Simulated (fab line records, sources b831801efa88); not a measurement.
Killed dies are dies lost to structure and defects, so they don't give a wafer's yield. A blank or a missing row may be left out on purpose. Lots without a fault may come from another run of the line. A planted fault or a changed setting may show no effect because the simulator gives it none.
One fault seen from 2 desks | flow sky130 | each desk has only its own numbers; what lay behind them comes last

THE TOOL OWNER'S DESK: pecvd-02
The tool's own readings at SKY_CONTACT_CVD_00 (deposits Si3N4, target thk 75 nm): means of the sampled wafers that have a number, for each lot that ran on this tool. A lot is out of limits, marked OUT, if its mean lies more than 4 standard deviations from the usual mean; the brackets give that distance.
Columns: A = heater_power_w at SKY_CONTACT_CVD_00, usual 719 W
lot  | first seen here | A
L163 | day 30 22:54    | 706
L167 | day 32 04:49    | 766
L169 | day 32 22:31    | 788
L173 | day 34 06:20    | 720
L184 | day 37 15:29    | 708
This desk's finding: nothing out of limits on any of the 5 lots.

THE METROLOGY DESK
What the gauges read, lot by lot, whatever tool the lot ran on: means of the sampled wafers that have a number. A lot is out of limits, marked OUT, if its mean lies more than 4 standard deviations from the usual mean; the brackets give that distance.
Columns: A = CONTACT_CVD_00_THK at SKY_CONTACT_THK_MEAS_01, usual 74.9 nm
lot  | first seen here | A
L162 | day 30 05:43    | 74.7
L163 | day 30 22:56    | 74.8
L167 | day 32 04:51    | 74.2
L169 | day 32 22:33    | 66.8 (-9.0) OUT
L172 | day 33 19:32    | 74.0
L173 | day 34 06:23    | 71.1 (-4.3) OUT
L178 | day 35 16:56    | 74.7
L180 | day 36 02:11    | 74.5
L184 | day 37 15:32    | 74.4
L185 | day 38 02:07    | 75.1
This desk's finding: out of limits on L169, L173; first on L169, day 32 22:33 (CONTACT_CVD_00_THK at SKY_CONTACT_THK_MEAS_01). In limits: L162, L163, L167, L172, L178, L180, L184, L185.

PUT TOGETHER
The metrology desk could have raised an alarm at day 32 22:33, on L169, L173.
The tool owner's desk saw nothing out of limits.
The tool owner's desk has L169, L173 on record, within its limits.
Of the lots named, all ran SKY_CONTACT_CVD_00 on pecvd-02.

WHAT THE SIMULATOR HAD PUT IN
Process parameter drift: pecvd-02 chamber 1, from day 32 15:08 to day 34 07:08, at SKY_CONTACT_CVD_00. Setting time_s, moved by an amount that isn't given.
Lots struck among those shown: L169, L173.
Hours from the fault's start to each desk's first reading out of limits: the metrology desk, 7.
